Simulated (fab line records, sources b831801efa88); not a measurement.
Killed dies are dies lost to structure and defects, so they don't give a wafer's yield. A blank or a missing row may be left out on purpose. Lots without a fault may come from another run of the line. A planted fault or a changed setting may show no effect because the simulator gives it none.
Which tool did it? | flow sky130 | 11 lots, 32 wafers sampled, at 2 steps of a route of 708

WHAT THE GAUGES READ, wafer by wafer
SKY_VIA3_OVL_MEAS_13.
lot  | measured     | on         | VIA3_OVL (nm)
L295 | day 39 19:37 | overlay-01 | -1 -2 -3
L297 | day 41 01:17 | overlay-02 | -1 1 4
L300 | day 41 11:38 | overlay-02 | -12 8 1
L301 | day 41 18:03 | overlay-01 | 14 6 12
L303 | day 42 09:53 | overlay-02 | -8 -8 -15
L305 | day 42 21:15 | overlay-01 | -3 1 4
L306 | day 43 09:41 | overlay-02 | 7 -1 6
L307 | day 43 11:45 | overlay-01 | 2 2 8
L308 | day 43 15:14 | overlay-01 | 4 7 10
L309 | day 44 02:35 | overlay-01 | 5 -3 -2
L314 | day 45 11:47 | overlay-02 | 0 -2

WHICH TOOL RAN EACH LOT (tool, then ch and the chambers of the sampled wafers, then the start)
lot  | SKY_METAL3_SPUTTER_03
L295 | pvd_sputter-01, day 36 13:31
L297 | pvd_sputter-04, day 37 19:51
L300 | pvd_sputter-04, day 38 07:00
L301 | pvd_sputter-04, day 38 13:40
L303 | pvd_sputter-01, day 39 05:20
L305 | pvd_sputter-01, day 39 18:40
L306 | pvd_sputter-01, day 40 08:20
L307 | pvd_sputter-03, day 40 08:57
L308 | pvd_sputter-04, day 40 13:41
L309 | pvd_sputter-04, day 41 01:36
L314 | pvd_sputter-04, day 42 13:24
- SKY_METAL3_SPUTTER_03: material Ti, target thk 5 nm, time 3.3 s.

THE ANSWER, worked out from the rows above alone
Rule: what is usual is taken from the lots themselves. Put in order of their means at a reading, lots are off if they are a third of the lots or fewer, leave a main group of 4 or more, and stand apart from it by a gap of 3 or more times the standard deviation of the main group's means; of several such gaps the widest counts. A main group whose means are all the same, to the digits that the tables above print for the reading, isn't used. A lot without any number at a reading at which 4 lots or more have one is off too. The other lots that the step has rows for count as sound.
No lot is off at any reading shown: from this, nothing can be told.

WHAT THE SIMULATOR HAD PUT IN
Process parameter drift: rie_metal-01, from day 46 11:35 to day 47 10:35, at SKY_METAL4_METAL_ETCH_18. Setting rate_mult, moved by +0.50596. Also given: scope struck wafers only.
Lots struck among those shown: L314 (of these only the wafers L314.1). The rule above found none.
